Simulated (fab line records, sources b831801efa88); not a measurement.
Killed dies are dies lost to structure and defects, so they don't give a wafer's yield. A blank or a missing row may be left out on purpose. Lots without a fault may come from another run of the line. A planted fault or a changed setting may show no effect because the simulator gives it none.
fab line records | flow sky130
record lots=5 wafers=15 last_day=49
route steps=708 shown VT_ADJUST_LVTN@118 VT_ADJUST_NCORE@119 VT_ADJUST_HVTR@131 VT_ADJUST_PCH@143
lots that met no fault: from a run of the same line without faults
start_h: hours from the record's first day to the start of the lot's first wafer shown | wait_h: hours since the lot's step before | " the same as in the row above | L1.1+2: a row that stands for several wafers | - no value, or no start given | * or withheld: withheld | < > ~ a bound
route shown NAME@n: a module of which the file shows steps, and the number in the route of the first | usual: mean/standard deviation of fault-free wafers | same: alike in all rows | chamber/n: place in a boat | sites: the reading at each site | _std_site: their standard deviation | _edge_site: outer sites' mean less inner sites' | radius_mm: how far each site lies from the wafer's centre | mask NAME#n: copy n | behind: the tool/chamber that last shaped the wafer | hold: why the lot was held/for how many hours/how that ended | device: the transistor (n, p or np) that didn't switch | end of line: the same wafers' tests at the end of the route | a step without rows: its recipe alone | killed: dies lost to structure and defects at the first sort, not the wafer's yield | map: a wafer's dies, x killed, . not, _ none there
set.NAME: the setting as run; set.NAME@STEP: as run at that earlier step | model.NAME: the simulator's own value behind a step, which no gauge read
lots at some steps of the route; a table a step, a row a wafer
services: from which hour (start_h, from the record's first day; less than 0 if before it) a tool's chamber was out of use, for how many hours, and why
## steps
# step SKY_VT_ADJUST_LVTN_TW_MEAS_21
# usual VT_ADJUST_LVTN_2_TW=187.6/2.4
# columns lot.wafer tool chamber start_h wait_h VT_ADJUST_LVTN_2_TW
L075.1 film_metro-02 - 168.54 0.1 187.2
L075.4 " - " " 188.1
L075.6 " - " " 188.1
L081.1 film_metro-03 - 208.74 0.1 190.0
L081.5 " - " " 191.5
L081.6 " - " " 190.3
L087.2 film_metro-03 - 249.04 0.1 189.6
L087.4 " - " " 190.0
L087.5 " - " " 189.8
L088.1 film_metro-04 - 253.41 0.1 184.9
L088.2 " - " " 185.4
L088.4 " - " " 184.3
L090.2 film_metro-04 - 267.17 0.1 184.1
L090.3 " - " " 184.6
L090.4 " - " " 184.3
# step SKY_VT_ADJUST_NCORE_DEHYDRATE_00
# recipe temp_c=200 time_s=60
# usual exhaust_pa=45.1/0.94 resist_line_temp_C=22.95/0.12
# columns lot.wafer tool chamber start_h wait_h exhaust_pa resist_line_temp_C
L075.1 litho_track-03 0 177.67 9.1 44.4 22.86
L075.4 " 0 " " 45.4 22.93
L075.6 " 0 " " 45.0 22.80
L081.1 litho_track-03 0 219.47 10.7 45.4 22.95
L081.5 " 0 " " 45.6 22.92
L081.6 " 0 " " 45.8 22.99
L087.2 litho_track-04 0 260.33 11.3 44.2 22.92
L087.4 " 0 " " 45.9 23.04
L087.5 " 0 " " 45.6 22.91
L088.1 litho_track-01 0 265.39 12.0 44.9 22.90
L088.2 " 0 " " 46.1 22.81
L088.4 " 0 " " 46.3 22.93
L090.2 litho_track-03 0 278.50 11.3 42.2 22.99
L090.3 " 0 " " 43.3 22.89
L090.4 " 0 " " 44.3 22.94
# step SKY_VT_ADJUST_NCORE_HMDS_01
# recipe prime_time_s=60 prime_temp_c=120
# usual exhaust_pa=45.1/0.85 resist_line_temp_C=23.03/0.1
# columns lot.wafer tool chamber start_h wait_h exhaust_pa resist_line_temp_C
L075.1 litho_track-03 0 177.82 0.1 45.5 22.92
L075.4 " 0 " " 46.6 22.88
L075.6 " 0 " " 46.6 22.80
L081.1 litho_track-03 0 219.62 0.1 44.8 23.03
L081.5 " 0 " " 45.7 23.04
L081.6 " 0 " " 45.7 22.88
L087.2 litho_track-04 0 260.48 0.1 45.2 23.01
L087.4 " 0 " " 45.2 22.94
L087.5 " 0 " " 45.1 23.10
L088.1 litho_track-01 0 265.54 0.1 44.2 22.90
L088.2 " 0 " " 44.5 23.10
L088.4 " 0 " " 45.1 22.96
L090.2 litho_track-03 0 278.65 0.1 45.3 23.12
L090.3 " 0 " " 44.0 23.07
L090.4 " 0 " " 46.1 23.03
# step SKY_VT_ADJUST_NCORE_COAT_02
# recipe resist=NOVOLAK spin_rpm=3000 resist_thk_nm=1140
# usual exhaust_pa=45.1/0.9 resist_line_temp_C=23.00/0.097
# columns lot.wafer tool chamber start_h wait_h exhaust_pa resist_line_temp_C
L075.1 litho_track-03 0 177.97 0.1 44.8 23.05
L075.4 " 0 " " 46.2 22.98
L075.6 " 0 " " 44.4 22.99
L081.1 litho_track-03 0 219.77 0.1 45.3 22.85
L081.5 " 0 " " 46.5 22.89
L081.6 " 0 " " 46.6 22.87
L087.2 litho_track-04 0 260.63 0.1 45.5 23.02
L087.4 " 0 " " 45.3 22.99
L087.5 " 0 " " 46.1 22.96
L088.1 litho_track-01 0 265.69 0.1 46.0 22.98
L088.2 " 0 " " 45.9 23.02
L088.4 " 0 " " 46.6 23.10
L090.2 litho_track-03 0 278.80 0.1 44.3 22.94
L090.3 " 0 " " 43.5 22.89
L090.4 " 0 " " 44.3 22.87
# step SKY_VT_ADJUST_NCORE_SOFTBAKE_03
# recipe temp_c=90 time_s=60 resist=NOVOLAK
# usual exhaust_pa=44.8/0.91 resist_line_temp_C=23.00/0.11
# columns lot.wafer tool chamber start_h wait_h exhaust_pa resist_line_temp_C
L075.1 litho_track-03 0 178.12 0.1 45.7 22.96
L075.4 " 0 " " 43.6 23.08
L075.6 " 0 " " 43.6 22.83
L081.1 litho_track-03 0 219.92 0.1 45.5 22.93
L081.5 " 0 " " 45.1 23.04
L081.6 " 0 " " 43.7 22.94
L087.2 litho_track-04 0 260.78 0.1 46.6 22.98
L087.4 " 0 " " 46.4 23.06
L087.5 " 0 " " 45.9 22.94
L088.1 litho_track-01 0 265.84 0.1 45.6 23.02
L088.2 " 0 " " 46.5 23.10
L088.4 " 0 " " 46.4 23.11
L090.2 litho_track-03 0 278.95 0.1 44.3 22.96
L090.3 " 0 " " 45.2 22.89
L090.4 " 0 " " 44.3 22.93
# step SKY_VT_ADJUST_NCORE_EXPOSE_04
# recipe mask_id=LVTN_COMPLEMENT_THIN na=0.6 source_shape=conventional sigma_outer=0.6 polarization=unpolarized target_cd_nm=380 dose_mj=139
# columns lot.wafer tool chamber start_h wait_h mask
L075.1+4+6 iline_stepper-02 0 - - LVTN_COMPLEMENT_THIN#0
L081.1+5+6 iline_stepper-02 0 - - LVTN_COMPLEMENT_THIN#0
L087.2+4+5 iline_stepper-01 0 - - LVTN_COMPLEMENT_THIN#0
L088.1+2+4 iline_stepper-01 0 - - LVTN_COMPLEMENT_THIN#0
L090.2+3+4 iline_stepper-01 0 - - LVTN_COMPLEMENT_THIN#0
# step SKY_VT_ADJUST_NCORE_PEB_05
# recipe temp_c=withheld time_s=* resist=NOVOLAK
# usual exhaust_pa=45.2/0.88 resist_line_temp_C=*
# columns lot.wafer tool chamber start_h wait_h exhaust_pa resist_line_temp_C
L075.1 litho_track-01 0 - - 46.4 *
L075.4 " 0 " " 45.6 *
L075.6 " 0 " " 45.8 *
L081.1 litho_track-01 0 - - 45.4 *
L081.5 " 0 " " 45.8 *
L081.6 " 0 " " 44.2 *
L087.2 litho_track-04 0 - - 45.9 *
L087.4 " 0 " " 44.8 *
L087.5 " 0 " " 45.6 *
L088.1 litho_track-04 0 - - 44.8 *
L088.2 " 0 " " 46.3 *
L088.4 " 0 " " 45.3 *
L090.2 litho_track-01 0 - - 45.2 *
L090.3 " 0 " " 44.6 *
L090.4 " 0 " " 45.3 *
# step SKY_VT_ADJUST_NCORE_DEVELOP_06
# recipe resist=NOVOLAK developer=TMAH develop_time_s=60 dev_temp_c=23
# usual exhaust_pa=45.3/0.95 resist_line_temp_C=22.97/0.1
# columns lot.wafer tool chamber start_h wait_h exhaust_pa resist_line_temp_C
L075.1 litho_track-01 0 188.34 0.1 44.9 22.98
L075.4 " 0 " " 46.3 23.01
L075.6 " 0 " " 45.7 23.16
L081.1 litho_track-01 0 230.39 0.1 45.3 23.00
L081.5 " 0 " " 45.5 23.04
L081.6 " 0 " " 45.6 22.90
L087.2 litho_track-04 0 272.88 0.1 44.7 22.80
L087.4 " 0 " " 44.5 22.79
L087.5 " 0 " " 44.8 23.03
L088.1 litho_track-04 0 277.55 0.1 43.5 22.81
L088.2 " 0 " " 43.3 22.96
L088.4 " 0 " " 44.7 22.90
L090.2 litho_track-01 0 291.41 0.1 45.2 23.02
L090.3 " 0 " " 46.1 23.08
L090.4 " 0 " " 45.0 23.05
# step SKY_VT_ADJUST_NCORE_CD_MEAS_07
# recipe target_cd_nm=380
# usual cd_nm=380.4/2.4
# columns lot.wafer tool chamber start_h wait_h cd_nm
L075.1 cd_sem-02 - 188.49 0.1 382.2
L075.4 " - " " 382.8
L075.6 " - " " 385.1
L081.1 cd_sem-01 - 230.54 0.1 380.8
L081.5 " - " " 379.1
L081.6 " - " " 378.4
L087.2 cd_sem-01 - 273.02 0.1 380.2
L087.4 " - " " 378.0
L087.5 " - " " 380.8
L088.1 cd_sem-02 - 277.70 0.1 381.4
L088.2 " - " " 380.2
L088.4 " - " " 383.0
L090.2 cd_sem-01 - 291.56 0.1 375.5
L090.3 " - " " 377.8
L090.4 " - " " 373.7
# step SKY_VT_ADJUST_NCORE_OVL_MEAS_08
# usual VT_ADJUST_NCORE_OVL=-0.6/1.4
# columns lot.wafer tool chamber start_h wait_h VT_ADJUST_NCORE_OVL[nm]
L075.1 overlay-01 - 188.61 0.1 0.6
L075.4 " - " " 0.1
L075.6 " - " " 0.9
L081.1 overlay-02 - 230.66 0.1 -2.8
L081.5 " - " " -2.0
L081.6 " - " " -2.0
L087.2 overlay-02 - 273.13 0.1 -2.0
L087.4 " - " " -1.1
L087.5 " - " " -0.1
L088.1 overlay-01 - 277.82 0.1 -0.4
L088.2 " - " " 0.2
L088.4 " - " " -0.6
L090.2 overlay-01 - 291.67 0.1 0.5
L090.3 " - " " -0.6
L090.4 " - " " -1.5
# step SKY_VT_ADJUST_NCORE_IMPLANT_09
# recipe species=B energy_kev=10 dose_cm2=2.4e+12 tilt_deg=withheld
# usual beam_on_s=9.99/0.19
# columns lot.wafer tool chamber start_h wait_h beam_on_s
L075.1 implanter-04 0 188.65 0.0 9.99
L075.4 " 0 " " 9.92
L075.6 " 0 " " 10.17
L081.1 implanter-03 0 230.70 0.0 9.82
L081.5 " 0 " " 10.15
L081.6 " 0 " " 10.03
L087.2 implanter-03 0 273.18 0.0 10.04
L087.4 " 0 " " 10.01
L087.5 " 0 " " 10.06
L088.1 implanter-04 0 277.86 0.0 9.48
L088.2 " 0 " " 10.07
L088.4 " 0 " " 10.06
L090.2 implanter-03 0 291.72 0.0 9.87
L090.3 " 0 " " 10.14
L090.4 " 0 " " 10.15
# step SKY_VT_ADJUST_NCORE_STRIP_10
# recipe chemistry=O2/N2 power_w=1400 pressure_mtorr=1500 platen_temp_c=withheld o2_flow_sccm=3000 n2_flow_sccm=300 overash_fraction=0.5
# usual drypump_motor_current_A=6.1/0.48 oes_product_au=0.715/0.0045 strip_time_to_endpoint_s=14.18/0.032
# columns lot.wafer tool chamber start_h wait_h drypump_motor_current_A oes_product_au rf_hours_counter_h strip_time_to_endpoint_s
L075.1 plasma_asher-04 0 188.80 0.1 6.4 0.718 51 14.20
L075.4 " 1 " " 6.5 0.717 - 14.23
L075.6 " 0 " " 6.4 0.714 - 14.24
L081.1 plasma_asher-04 1 230.85 0.1 6.5 0.726 55 14.14
L081.5 " 1 " " 6.5 0.712 - 14.17
L081.6 " 0 " " 6.4 0.713 - 14.14
L087.2 plasma_asher-04 0 273.31 0.1 6.4 0.714 60 14.14
L087.4 " 0 " " 6.5 0.721 - 14.12
L087.5 " 1 " " 6.5 0.722 - 14.13
L088.1 plasma_asher-04 0 278.01 0.1 6.4 0.709 60 14.15
L088.2 " 1 " " 6.5 0.711 60 14.20
L088.4 " 1 " " 6.5 0.717 - 14.21
L090.2 plasma_asher-03 0 291.85 0.1 6.4 0.711 46 14.24
L090.3 " 1 " " 5.3 0.715 - 14.22
L090.4 " 0 " " 6.4 0.711 - 14.20
# step SKY_VT_ADJUST_NCORE_TW_MEAS_11
# usual VT_ADJUST_NCORE_TW=220.4/1.4
# columns lot.wafer tool chamber start_h wait_h VT_ADJUST_NCORE_TW
L075.1 film_metro-03 - 188.90 0.1 221.0
L075.4 " - " " 220.5
L075.6 " - " " 221.5
L081.1 film_metro-02 - 230.95 0.1 219.1
L081.5 " - " " 219.2
L081.6 " - " " 218.9
L087.2 film_metro-01 - 273.42 0.1 218.4
L087.4 " - " " 219.0
L087.5 " - " " 218.2
L088.1 film_metro-03 - 278.11 0.1 222.9
L088.2 " - " " 222.1
L088.4 " - " " 223.0
L090.2 film_metro-02 - 291.96 0.1 219.2
L090.3 " - " " 219.0
L090.4 " - " " 219.6
# step SKY_VT_ADJUST_HVTR_DEHYDRATE_00
# recipe temp_c=200 time_s=60
# usual exhaust_pa=44.9/0.92 resist_line_temp_C=23.01/0.11
# columns lot.wafer tool chamber start_h wait_h exhaust_pa resist_line_temp_C
L075.1 litho_track-01 0 198.74 9.8 44.8 23.03
L075.4 " 0 " " 44.8 23.05
L075.6 " 0 " " 44.9 23.07
L081.1 litho_track-01 0 240.94 10.0 44.4 23.12
L081.5 " 0 " " 45.0 23.07
L081.6 " 0 " " 45.3 23.18
L087.2 litho_track-04 0 284.98 11.5 43.8 23.03
L087.4 " 0 " " 43.6 23.04
L087.5 " 0 " " 43.5 22.91
L088.1 litho_track-01 0 289.74 11.6 44.9 22.97
L088.2 " 0 " " 44.8 23.34
L088.4 " 0 " " 44.9 23.20
L090.2 litho_track-01 0 303.71 11.7 44.3 23.02
L090.3 " 0 " " 42.8 22.91
L090.4 " 0 " " 44.1 22.92
# step SKY_VT_ADJUST_HVTR_HMDS_01
# recipe prime_time_s=60 prime_temp_c=120
# usual exhaust_pa=44.9/0.76 resist_line_temp_C=22.99/0.11
# columns lot.wafer tool chamber start_h wait_h exhaust_pa resist_line_temp_C
L075.1 litho_track-01 0 198.89 0.1 45.0 23.07
L075.4 " 0 " " 44.6 22.94
L075.6 " 0 " " 45.8 23.04
L081.1 litho_track-01 0 241.09 0.1 45.4 23.25
L081.5 " 0 " " 44.0 23.12
L081.6 " 0 " " 43.4 23.20
L087.2 litho_track-04 0 285.13 0.1 45.0 22.98
L087.4 " 0 " " 44.5 22.89
L087.5 " 0 " " 44.6 22.90
L088.1 litho_track-01 0 289.89 0.1 44.5 22.82
L088.2 " 0 " " 44.5 23.00
L088.4 " 0 " " 43.1 22.96
L090.2 litho_track-01 0 303.86 0.1 46.2 23.12
L090.3 " 0 " " 46.0 23.10
L090.4 " 0 " " 46.3 23.17
# step SKY_VT_ADJUST_HVTR_COAT_02
# recipe resist=NOVOLAK spin_rpm=3000 resist_thk_nm=1140
# usual exhaust_pa=44.9/0.84 resist_line_temp_C=23.02/0.1
# columns lot.wafer tool chamber start_h wait_h exhaust_pa resist_line_temp_C
L075.1 litho_track-01 0 199.04 0.1 45.6 23.10
L075.4 " 0 " " 45.0 22.99
L075.6 " 0 " " 44.3 23.06
L081.1 litho_track-01 0 241.24 0.1 43.1 23.05
L081.5 " 0 " " 45.9 23.05
L081.6 " 0 " " 44.4 22.97
L087.2 litho_track-04 0 285.28 0.1 43.5 22.99
L087.4 " 0 " " 45.0 22.92
L087.5 " 0 " " 45.0 22.81
L088.1 litho_track-01 0 290.04 0.1 45.6 23.03
L088.2 " 0 " " 44.8 23.05
L088.4 " 0 " " 44.5 22.95
L090.2 litho_track-01 0 304.01 0.1 45.9 22.92
L090.3 " 0 " " 44.5 22.79
L090.4 " 0 " " 45.1 22.90
# step SKY_VT_ADJUST_HVTR_SOFTBAKE_03
# recipe temp_c=90 time_s=60 resist=NOVOLAK
# usual exhaust_pa=45.0/0.92 resist_line_temp_C=23.00/0.1
# columns lot.wafer tool chamber start_h wait_h exhaust_pa resist_line_temp_C
L075.1 litho_track-01 0 199.19 0.1 44.9 22.78
L075.4 " 0 " " 44.8 22.88
L075.6 " 0 " " 43.8 22.99
L081.1 litho_track-01 0 241.39 0.1 45.6 22.99
L081.5 " 0 " " 44.4 23.03
L081.6 " 0 " " 45.1 23.14
L087.2 litho_track-04 0 285.43 0.1 44.6 23.17
L087.4 " 0 " " 45.2 22.97
L087.5 " 0 " " 43.6 23.10
L088.1 litho_track-01 0 290.19 0.1 45.2 22.97
L088.2 " 0 " " 45.7 23.02
L088.4 " 0 " " 46.1 23.08
L090.2 litho_track-01 0 304.16 0.1 45.6 23.15
L090.3 " 0 " " 45.4 22.90
L090.4 " 0 " " 44.8 22.93
# step SKY_VT_ADJUST_HVTR_EXPOSE_04
# recipe mask_id=HVTRM target_cd_nm=380 na=0.6 source_shape=conventional sigma_outer=0.6 dose_mj=150
# columns lot.wafer tool chamber start_h wait_h mask
L075.1+4+6 iline_stepper-01 0 - - HVTRM#0
L081.1+5+6 iline_stepper-01 0 - - HVTRM#0
L087.2+4+5 iline_stepper-02 0 - - HVTRM#0
L088.1+2+4 iline_stepper-01 0 - - HVTRM#0
L090.2+3+4 iline_stepper-02 0 - - HVTRM#0
# step SKY_VT_ADJUST_HVTR_PEB_05
# recipe temp_c=withheld time_s=* resist=NOVOLAK
# usual exhaust_pa=44.9/0.96 resist_line_temp_C=*
# columns lot.wafer tool chamber start_h wait_h exhaust_pa resist_line_temp_C
L075.1 litho_track-01 0 - - 44.9 *
L075.4 " 0 " " 44.0 *
L075.6 " 0 " " 45.6 *
L081.1 litho_track-01 0 - - 43.9 *
L081.5 " 0 " " 44.2 *
L081.6 " 0 " " 45.3 *
L087.2 litho_track-01 0 - - 46.2 *
L087.4 " 0 " " 45.7 *
L087.5 " 0 " " 44.5 *
L088.1 litho_track-01 0 - - 44.0 *
L088.2 " 0 " " 43.2 *
L088.4 " 0 " " 46.2 *
L090.2 litho_track-02 0 - - 45.3 *
L090.3 " 0 " " 46.1 *
L090.4 " 0 " " 45.6 *
# step SKY_VT_ADJUST_HVTR_DEVELOP_06
# recipe develop_time_s=60 dev_temp_c=23
# usual exhaust_pa=45.3/0.94 resist_line_temp_C=23.01/0.11
# columns lot.wafer tool chamber start_h wait_h exhaust_pa resist_line_temp_C
L075.1 litho_track-01 0 209.79 0.1 45.0 22.90
L075.4 " 0 " " 42.8 22.90
L075.6 " 0 " " 44.5 22.74
L081.1 litho_track-01 0 253.04 0.1 44.6 23.08
L081.5 " 0 " " 44.5 22.89
L081.6 " 0 " " 42.9 23.02
L087.2 litho_track-01 0 297.31 0.1 45.8 22.97
L087.4 " 0 " " 45.7 22.90
L087.5 " 0 " " 46.5 22.93
L088.1 litho_track-01 0 302.54 0.1 46.1 23.04
L088.2 " 0 " " 45.6 23.05
L088.4 " 0 " " 45.8 23.04
L090.2 litho_track-02 0 317.13 0.1 45.5 23.00
L090.3 " 0 " " 45.3 23.00
L090.4 " 0 " " 45.7 22.92
# step SKY_VT_ADJUST_HVTR_CD_MEAS_07
# recipe target_cd_nm=380
# usual cd_nm=379.6/2.7
# columns lot.wafer tool chamber start_h wait_h cd_nm
L075.1 cd_sem-01 - 209.94 0.1 382.7
L075.4 " - " " 383.2
L075.6 " - " " 385.4
L081.1 cd_sem-01 - 253.19 0.1 383.1
L081.5 " - " " 382.9
L081.6 " - " " 382.8
L087.2 cd_sem-02 - 297.46 0.1 378.9
L087.4 " - " " 378.7
L087.5 " - " " 377.6
L088.1 cd_sem-02 - 302.69 0.1 380.7
L088.2 " - " " 380.6
L088.4 " - " " 381.8
L090.2 cd_sem-02 - 317.28 0.1 377.6
L090.3 " - " " 377.9
L090.4 " - " " 376.0
# step SKY_VT_ADJUST_HVTR_OVL_MEAS_08
# usual VT_ADJUST_HVTR_OVL=-0.6/1.3
# columns lot.wafer tool chamber start_h wait_h VT_ADJUST_HVTR_OVL[nm]
L075.1 overlay-01 - 210.06 0.1 0.0
L075.4 " - " " -0.1
L075.6 " - " " 1.7
L081.1 overlay-02 - 253.31 0.1 0.4
L081.5 " - " " -0.1
L081.6 " - " " 1.9
L087.2 overlay-01 - 297.57 0.1 -0.8
L087.4 " - " " -2.4
L087.5 " - " " -0.9
L088.1 overlay-02 - 302.81 0.1 0.4
L088.2 " - " " 0.0
L088.4 " - " " 0.4
L090.2 overlay-02 - 317.38 0.1 -2.7
L090.3 " - " " 0.8
L090.4 " - " " -1.4
# step SKY_VT_ADJUST_HVTR_IMPLANT_09
# recipe species=B energy_kev=10.09 dose_cm2=2.1e+12 tilt_deg=withheld
# usual beam_on_s=10.02/0.19
# columns lot.wafer tool chamber start_h wait_h beam_on_s
L075.1 implanter-03 0 210.10 0.0 10.31
L075.4 " 0 " " 10.03
L075.6 " 0 " " 10.14
L081.1 implanter-01 0 253.35 0.0 9.77
L081.5 " 0 " " 10.05
L081.6 " 0 " " 10.16
L087.2 implanter-03 0 297.62 0.0 9.73
L087.4 " 0 " " 10.23
L087.5 " 0 " " 9.99
L088.1 implanter-03 0 302.85 0.0 10.09
L088.2 " 0 " " 10.41
L088.4 " 0 " " 10.28
L090.2 implanter-01 0 317.44 0.0 10.07
L090.3 " 0 " " 10.18
L090.4 " 0 " " 10.02
# step SKY_VT_ADJUST_HVTR_STRIP_10
# recipe chemistry=O2/N2 power_w=1400 pressure_mtorr=1500 platen_temp_c=withheld o2_flow_sccm=3000 n2_flow_sccm=300 overash_fraction=0.5
# usual drypump_motor_current_A=5.73/0.29 oes_product_au=0.716/0.0046 strip_time_to_endpoint_s=14.18/0.041
# columns lot.wafer tool chamber start_h wait_h drypump_motor_current_A oes_product_au rf_hours_counter_h strip_time_to_endpoint_s
L075.1 plasma_asher-02 1 210.25 0.1 5.67 0.712 9 14.17
L075.4 " 0 " " 5.39 0.716 - 14.16
L075.6 " 1 " " 5.66 0.706 - 14.11
L081.1 plasma_asher-01 0 253.50 0.1 5.75 0.717 60 14.21
L081.5 " 1 " " 5.94 0.717 - 14.15
L081.6 " 0 " " 5.75 0.714 - 14.19
L087.2 plasma_asher-01 0 297.75 0.1 5.73 0.719 65 14.17
L087.4 " 0 " " 5.76 0.708 - 14.22
L087.5 " 0 " " 5.74 0.721 - 14.18
L088.1 plasma_asher-01 1 303.00 0.1 5.92 0.717 66 14.21
L088.2 " 0 " " 5.74 0.718 66 14.23
L088.4 " 0 " " 5.76 0.716 - 14.23
L090.2 plasma_asher-02 1 317.56 0.1 5.65 0.728 20 14.18
L090.3 " 0 " " 5.40 0.717 - 14.20
L090.4 " 1 " " 5.68 0.721 - 14.21
# step SKY_VT_ADJUST_HVTR_TW_MEAS_11
# usual VT_ADJUST_HVTR_TW=211.1/2.8
# columns lot.wafer tool chamber start_h wait_h VT_ADJUST_HVTR_TW
L075.1 film_metro-04 - 210.35 0.1 207.1
L075.4 " - " " 207.7
L075.6 " - " " 207.2
L081.1 film_metro-01 - 253.60 0.1 210.3
L081.5 " - " " 211.1
L081.6 " - " " 210.5
L087.2 film_metro-04 - 297.86 0.1 206.9
L087.4 " - " " 206.3
L087.5 " - " " 206.3
L088.1 film_metro-04 - 303.10 0.1 207.0
L088.2 " - " " 206.4
L088.4 " - " " 208.6
L090.2 film_metro-01 - 317.67 0.1 211.7
L090.3 " - " " 212.5
L090.4 " - " " 212.1
# step SKY_VT_ADJUST_PCH_DEHYDRATE_00
# recipe temp_c=200 time_s=60
# usual exhaust_pa=44.9/0.99 resist_line_temp_C=23.01/0.095
# columns lot.wafer tool chamber start_h wait_h exhaust_pa resist_line_temp_C
L075.1 litho_track-02 0 221.31 11.0 45.2 22.89
L075.4 " 0 " " 46.6 23.03
L075.6 " 0 " " 46.3 22.93
L081.1 litho_track-03 0 265.92 12.3 44.9 23.22
L081.5 " 0 " " 46.4 23.06
L081.6 " 0 " " 45.6 22.97
L087.2 litho_track-03 0 309.80 11.9 46.5 23.05
L087.4 " 0 " " 47.1 22.99
L087.5 " 0 " " 45.4 22.94
L088.1 litho_track-03 0 315.37 12.3 47.4 23.16
L088.2 " 0 " " 46.0 23.03
L088.4 " 0 " " 45.6 23.01
L090.2 litho_track-03 0 330.00 12.3 45.9 22.82
L090.3 " 0 " " 45.3 23.09
L090.4 " 0 " " 44.7 23.14
# step SKY_VT_ADJUST_PCH_HMDS_01
# recipe prime_time_s=60 prime_temp_c=120
# usual exhaust_pa=45.0/0.92 resist_line_temp_C=23.01/0.11
# columns lot.wafer tool chamber start_h wait_h exhaust_pa resist_line_temp_C
L075.1 litho_track-02 0 221.46 0.1 45.0 23.20
L075.4 " 0 " " 44.5 22.97
L075.6 " 0 " " 46.1 22.93
L081.1 litho_track-03 0 266.07 0.1 47.3 23.09
L081.5 " 0 " " 46.2 23.07
L081.6 " 0 " " 45.1 23.09
L087.2 litho_track-03 0 309.95 0.1 45.8 23.04
L087.4 " 0 " " 45.2 22.96
L087.5 " 0 " " 45.7 23.00
L088.1 litho_track-03 0 315.52 0.1 43.3 22.98
L088.2 " 0 " " 42.9 23.10
L088.4 " 0 " " 45.6 23.04
L090.2 litho_track-03 0 330.15 0.1 44.9 23.01
L090.3 " 0 " " 45.2 22.90
L090.4 " 0 " " 45.2 23.13
# step SKY_VT_ADJUST_PCH_COAT_02
# recipe spin_rpm=2000 resist_thk_nm=3000
# usual exhaust_pa=45.0/0.81 resist_line_temp_C=23.01/0.094
# columns lot.wafer tool chamber start_h wait_h exhaust_pa resist_line_temp_C
L075.1 litho_track-02 0 221.61 0.1 43.9 23.14
L075.4 " 0 " " 45.1 23.05
L075.6 " 0 " " 45.5 23.10
L081.1 litho_track-03 0 266.22 0.1 44.8 23.08
L081.5 " 0 " " 44.1 23.02
L081.6 " 0 " " 44.6 23.11
L087.2 litho_track-03 0 310.10 0.1 43.6 23.05
L087.4 " 0 " " 43.6 22.82
L087.5 " 0 " " 44.3 23.02
L088.1 litho_track-03 0 315.67 0.1 45.1 22.87
L088.2 " 0 " " 45.5 23.11
L088.4 " 0 " " 44.5 23.12
L090.2 litho_track-03 0 330.30 0.1 45.0 22.98
L090.3 " 0 " " 45.3 23.05
L090.4 " 0 " " 45.2 23.16
# step SKY_VT_ADJUST_PCH_SOFTBAKE_03
# recipe temp_c=110 time_s=withheld
# usual exhaust_pa=45.1/0.91 resist_line_temp_C=23.02/0.1
# columns lot.wafer tool chamber start_h wait_h exhaust_pa resist_line_temp_C
L075.1 litho_track-02 0 221.76 0.1 46.6 22.91
L075.4 " 0 " " 44.9 23.10
L075.6 " 0 " " 45.9 22.86
L081.1 litho_track-03 0 266.37 0.1 45.8 23.01
L081.5 " 0 " " 46.0 23.05
L081.6 " 0 " " 46.2 22.97
L087.2 litho_track-03 0 310.26 0.1 45.2 22.88
L087.4 " 0 " " 44.6 23.24
L087.5 " 0 " " 43.6 23.05
L088.1 litho_track-03 0 315.82 0.1 45.7 23.01
L088.2 " 0 " " 45.3 23.19
L088.4 " 0 " " 45.5 23.23
L090.2 litho_track-03 0 330.46 0.1 45.9 22.97
L090.3 " 0 " " 45.1 23.01
L090.4 " 0 " " 46.5 22.96
## services
# columns tool chamber start_h hours kind
implanter-04 - 158.71 3.1 pm
plasma_asher-03 - 183.05 13.6 repair
iline_stepper-02 0 202.65 - calibration
litho_track-04 - 208.37 - consumable_replace:filter
plasma_asher-04 - 217.80 2.8 pm
iline_stepper-02 - 221.36 1.9 repair
implanter-01 - 227.55 3.8 pm
plasma_asher-02 - 239.26 2.6 repair
iline_stepper-02 - 259.86 0.5 repair
plasma_asher-03 - 272.28 7.9 repair
iline_stepper-01 0 292.39 - calibration
iline_stepper-02 - 295.13 1.7 pm
implanter-01 - 300.51 0.7 repair
iline_stepper-02 - 301.74 2.1 pm
iline_stepper-02 - 303.82 - consumable_replace:lamp
plasma_asher-01 - 307.09 7.8 repair
iline_stepper-01 - 315.29 4.3 pm
plasma_asher-03 - 317.45 8.4 repair
iline_stepper-01 - 323.72 1.7 pm
plasma_asher-02 - 328.44 4.4 repair
## key
fault none
